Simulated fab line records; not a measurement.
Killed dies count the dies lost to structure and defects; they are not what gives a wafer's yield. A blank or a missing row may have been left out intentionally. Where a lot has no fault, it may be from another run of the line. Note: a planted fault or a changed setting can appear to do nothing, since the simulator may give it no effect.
Matching of chambers / flow gf180mcu / cmp-02 running GF_V3_CMP_04: 4 sister chambers
The step polishes SiO2. 7 wafers are shown with their chamber, then 8 later ones without.

## WAFERS, EACH WITH ITS CHAMBER
wafer=L078.4; chamber=2; motor-current-A (A)=12.9; time-to-endpoint-s (s)=74
wafer=L079.4; chamber=3; motor-current-A (A)=11.1; time-to-endpoint-s (s)=83
wafer=L080.4; chamber=2; motor-current-A (A)=12.3; time-to-endpoint-s (s)=81
wafer=L082.2; chamber=1; motor-current-A (A)=10.8; time-to-endpoint-s (s)=77
wafer=L082.5; chamber=3; motor-current-A (A)=10.7; time-to-endpoint-s (s)=83
wafer=L082.6; chamber=0; motor-current-A (A)=13.6; time-to-endpoint-s (s)=80
wafer=L084.1; chamber=1; motor-current-A (A)=11.4; time-to-endpoint-s (s)=79

## WAFERS WHOSE CHAMBER IS MISSING
wafer=L084.3; motor-current-A (A)=13.2; time-to-endpoint-s (s)=77
wafer=L084.5; motor-current-A (A)=13.1; time-to-endpoint-s (s)=82
wafer=L085.3; motor-current-A (A)=13.7; time-to-endpoint-s (s)=74
wafer=L085.5; motor-current-A (A)=11.0; time-to-endpoint-s (s)=79
wafer=L085.6; motor-current-A (A)=13.9; time-to-endpoint-s (s)=80
wafer=L093.3; motor-current-A (A)=12.5; time-to-endpoint-s (s)=75
wafer=L093.5; motor-current-A (A)=14.4; time-to-endpoint-s (s)=81
wafer=L093.6; motor-current-A (A)=10.8; time-to-endpoint-s (s)=78

## THE CHAMBER EACH PASSED THROUGH
wafer=L084.3; from the rows above=can't be placed: 0 or 2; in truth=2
wafer=L084.5; from the rows above=can't be placed: 0 or 2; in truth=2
wafer=L085.3; from the rows above=can't be placed: 0 or 2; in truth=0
wafer=L085.5; from the rows above=can't be placed: 1 or 3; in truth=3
wafer=L085.6; from the rows above=0; in truth=0
wafer=L093.3; from the rows above=2; in truth=2
wafer=L093.5; from the rows above=0; in truth=0
wafer=L093.6; from the rows above=can't be placed: 1 or 3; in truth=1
3 of 8 placed correctly. Can't be placed from these rows: 5 (the true chamber is among the candidates in 5). Placed wrongly: 0.
How it was worked out, from the rows above alone: a wafer's distance from a chamber is the root of the sum, over the readings, of the square of ((its reading less the chamber's mean) divided by the reading's scatter). If the next closest chamber is less than 2 further off than the closest, the wafer can't be placed; otherwise it belongs to the closest. A chamber's mean is the mean of its shown wafers. The scatter: the root of (the sum of the squares of (reading less its chamber's mean) over the shown wafers, divided by (wafers less chambers)).
